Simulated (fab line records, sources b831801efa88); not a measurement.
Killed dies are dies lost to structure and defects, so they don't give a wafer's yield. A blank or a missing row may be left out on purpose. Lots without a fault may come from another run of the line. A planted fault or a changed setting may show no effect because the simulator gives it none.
One fault seen from 2 desks | flow gf180mcu | each desk has only its own numbers; what lay behind them comes last

THE TOOL OWNER'S DESK: furnace-02
The tool's own readings at GF_DUAL_GATE_OXIDATION_15 (stabilise 600 s, purge 300 s, target thk 7.098 nm): means of the sampled wafers that have a number, for each lot that ran on this tool. A lot is out of limits, marked OUT, if its mean lies more than 4 standard deviations from the usual mean; the brackets give that distance.
Columns: A = spike_tc_centre_C at GF_DUAL_GATE_OXIDATION_15, usual 851.5 C; B = spike_tc_top_C at GF_DUAL_GATE_OXIDATION_15, usual 867.5 C; C = spike_tc_upper_C at GF_DUAL_GATE_OXIDATION_15, usual 850.1 C; D = zone_power_centre_pct at GF_DUAL_GATE_OXIDATION_15, usual 17.71 %; E = zone_power_top_pct at GF_DUAL_GATE_OXIDATION_15, usual 31.8 %; F = zone_power_upper_pct at GF_DUAL_GATE_OXIDATION_15, usual 15.8 %
lot  | first seen here | A                | B     | C               | D               | E               | F
L327 | day 9 12:04     | 851.0            | 865.4 | 850.0           | 18.17           | 34.7            | 17.6
L329 | day 10 04:07    | 851.3            | 866.3 | 850.4           | 18.10           | 34.7            | 17.9
L334 | day 11 13:01    | 852.3            | 866.8 | 850.3           | 17.94           | 34.4            | 17.8
L345 | day 14 17:57    | 856.8 (+5.3) OUT | 872.3 | 813.4 (-39) OUT | 24.39 (+25) OUT | 42.5 (+5.1) OUT | 3.4 (-8.3) OUT
L346 | day 14 22:36    | 857.1 (+5.7) OUT | 872.0 | 814.7 (-38) OUT | 24.30 (+24) OUT | 43.0 (+5.3) OUT | 3.4 (-8.3) OUT
This desk's finding: out of limits on L345, L346; first on L345, day 14 17:57 (spike_tc_centre_C at GF_DUAL_GATE_OXIDATION_15). In limits: L327, L329, L334.

THE METROLOGY DESK
What the gauges read, lot by lot, whatever tool the lot ran on: means of the sampled wafers that have a number. A lot is out of limits, marked OUT, if its mean lies more than 4 standard deviations from the usual mean; the brackets give that distance.
Columns: A = DUAL_GATE_OXIDATION_00_THK at GF_DUAL_GATE_THK_MEAS_03, usual 10.90 nm; B = DUAL_GATE_OVL at GF_DUAL_GATE_OVL_MEAS_11, usual -1.2 nm
lot  | first seen here | A     | B
L327 | day 8 18:55     | 11.14 | -0.3
L329 | day 9 09:40     | 10.96 | -0.6
L334 | day 10 16:55    | 10.96 | -2.1
L336 | day 11 07:35    | 10.91 | -2.7
L345 | day 13 20:43    | 10.89 | -0.8
L346 | day 14 01:18    | 10.95 | -0.3
This desk's finding: nothing out of limits on any of the 6 lots.

PUT TOGETHER
The tool owner's desk could have raised an alarm at day 14 17:57, on L345, L346.
The metrology desk saw nothing out of limits.
The metrology desk has L345, L346 on record, within its limits.
Of the lots named, all ran GF_DUAL_GATE_OXIDATION_15 on furnace-02.

WHAT THE SIMULATOR HAD PUT IN
Process parameter drift: furnace-02, from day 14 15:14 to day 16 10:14, at GF_DUAL_GATE_OXIDATION_15. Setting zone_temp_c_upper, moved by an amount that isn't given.
Lots struck among those shown: L345, L346.
Hours from the fault's start to each desk's first reading out of limits: the tool owner's desk, 3.
